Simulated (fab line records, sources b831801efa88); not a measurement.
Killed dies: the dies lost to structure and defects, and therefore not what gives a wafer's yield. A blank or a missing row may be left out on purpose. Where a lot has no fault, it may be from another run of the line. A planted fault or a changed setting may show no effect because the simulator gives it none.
A lot that was struck, set against a sound lot ; flow sky130 ; 19 steps out of a route of 708
Sound: the wafers L403.1, L403.2, L403.3. Struck: wafers L413.3, L413.4, L413.6. At the end, the cause is stated.
For every step that has rows: the tool of each side, followed by ch and its chambers, followed by its first start. Under that, the readings that differ: sound wafers ; struck wafers ; difference of the means ; sigmas: that difference in standard deviations of wafers without a fault.
alike: words and numbers the same on both sides, and readings whose means are apart by under 2 such deviations; not compared: readings that were withheld, readings missing a value for some wafer, numbers with overlapping values and no deviation given by the record, and bounds like >300 which may hide the same value.
Wherever a step has rows on one side only, a row that says differs or no value, or a row with sigmas, the two part there. Numbers that have no deviation but don't overlap get no sigmas and don't part them. A reading that every wafer of one side lacks parts them only if that side has two wafers or more.

SKY_CONTACT_ETCH_17: etches SiO2 in C4F8/O2/Ar, stops on Si3N4, target depth 340 nm.
  sound on rie-diel-04 ch 0,2,3, day 31 16:53; struck on rie-diel-03 ch 2,3, day 37 06:06
  alike: oes-product-au
SKY_CONTACT_ETCH_18: etches Si3N4 in CHF3/O2, stops on TiN, time 39 s, target depth 75 nm.
  sound: rie-diel-04 ch 0,2,3; struck: rie-diel-03 ch 2,3
  alike: drypump-motor-current-A, oes-product-au, throttle-valve-pct
  not compared: rf-hours-counter-h
SKY_CONTACT_STRIP_19: strips in O2/N2.
  sound on plasma-asher-02 ch 0,1, day 31 16:58; struck on plasma-asher-02 ch 0,1, day 37 06:14
reading;sound;struck;difference;sigmas
strip-time-to-endpoint-s (s);3.641 3.629 3.649;3.565 3.603 3.601;-0.050;-2
  alike: drypump-motor-current-A, n2-flow-sccm, oes-product-au
  not compared: rf-hours-counter-h
then, 5 steps without rows for these wafers: SKY_CONTACT_STRIP_20 (strips in post etch residue remover, time 1200 s); SKY_CONTACT_CLEAN_21 (cleans in IPA, time 180 s); SKY_CONTACT_CLEAN_22 (cleans in O3/DIW); SKY_CONTACT_SPUTTER_23 (material TiN, target thk 20 nm, time 80 s); SKY_CONTACT_CVD_24 (deposits W, target thk 340 nm, time 102.12 s).
SKY_CONTACT_RS_MEAS_25: uses a four-point probe to measure.
  struck on film-metro-03, day 37 07:08; sound on film-metro-02, day 31 17:44
  alike: CONTACT_W_RS
SKY_CONTACT_THK_MEAS_26: measures by xrf.
  struck on film-metro-03, day 37 07:14; sound on film-metro-02, day 31 17:52
reading;sound;struck;difference;sigmas
CONTACT_W_THK (nm);333 335 333;344 365 358;+22;+3
SKY_CONTACT_CMP_27: polishes, stops on SiO2, t overpolish 15 s, target thk 0 nm.
  sound on cmp-02 ch 0,2,3, day 31 17:55; struck on cmp-02 ch 0,1, day 37 07:17
  alike: head-pressure-psi, motor-current-A, overpolish-run-s, time-to-endpoint-s
then, 1 step without rows for these wafers: SKY_METAL1_SPUTTER_00 (material Ti, target thk 15 nm, time 10 s).
SKY_METAL1_SPUTTER_01: material TiN, target thk 20 nm, time 16.7 s.
  struck on pvd-sputter-04, day 37 07:36; sound on pvd-sputter-01, day 31 18:14
reading;sound;struck;difference;sigmas
model.TiN_of_METAL1_SPUTTER_01.thk-nm (nm);20.18 20.05 20.12;38.72 38.33 38.69;+18.46;
  alike: throttle-valve-pct
then, 2 steps without rows for these wafers: SKY_METAL1_SPUTTER_02 (material AlCu, target thk 250 nm, time 13.3 s); SKY_METAL1_SPUTTER_03 (material Ti, target thk 5 nm, time 3.3 s).
SKY_METAL1_SPUTTER_04: material TiN, target thk 70 nm, time 58.3 s.
  struck on pvd-sputter-04, day 37 07:40; sound on pvd-sputter-01, day 31 18:19
  alike: throttle-valve-pct
SKY_METAL1_RS_MEAS_05: uses a four-point probe to measure.
  struck on film-metro-01, day 37 08:02; sound on film-metro-02, day 31 18:21
  alike: METAL1_ALCU_RS
  not compared: hold
SKY_METAL1_THK_MEAS_06: measures by xrf.
  struck on film-metro-01, day 37 12:41; sound on film-metro-02, day 31 18:28
reading;sound;struck;difference;sigmas
hold;- - -;await-dispo/4.5h/release await-dispo/4.5h/release await-dispo/4.5h/release;no value on the sound wafers;
  alike: METAL1_ALCU_THK
then, 1 step without rows for these wafers: SKY_PAD_OPEN_PROBE_99.

== WHERE THEY PART ==
Last at SKY_METAL1_THK_MEAS_06 as far as this record goes, first at SKY_CONTACT_STRIP_19.

WHY: what had been put in by the simulator
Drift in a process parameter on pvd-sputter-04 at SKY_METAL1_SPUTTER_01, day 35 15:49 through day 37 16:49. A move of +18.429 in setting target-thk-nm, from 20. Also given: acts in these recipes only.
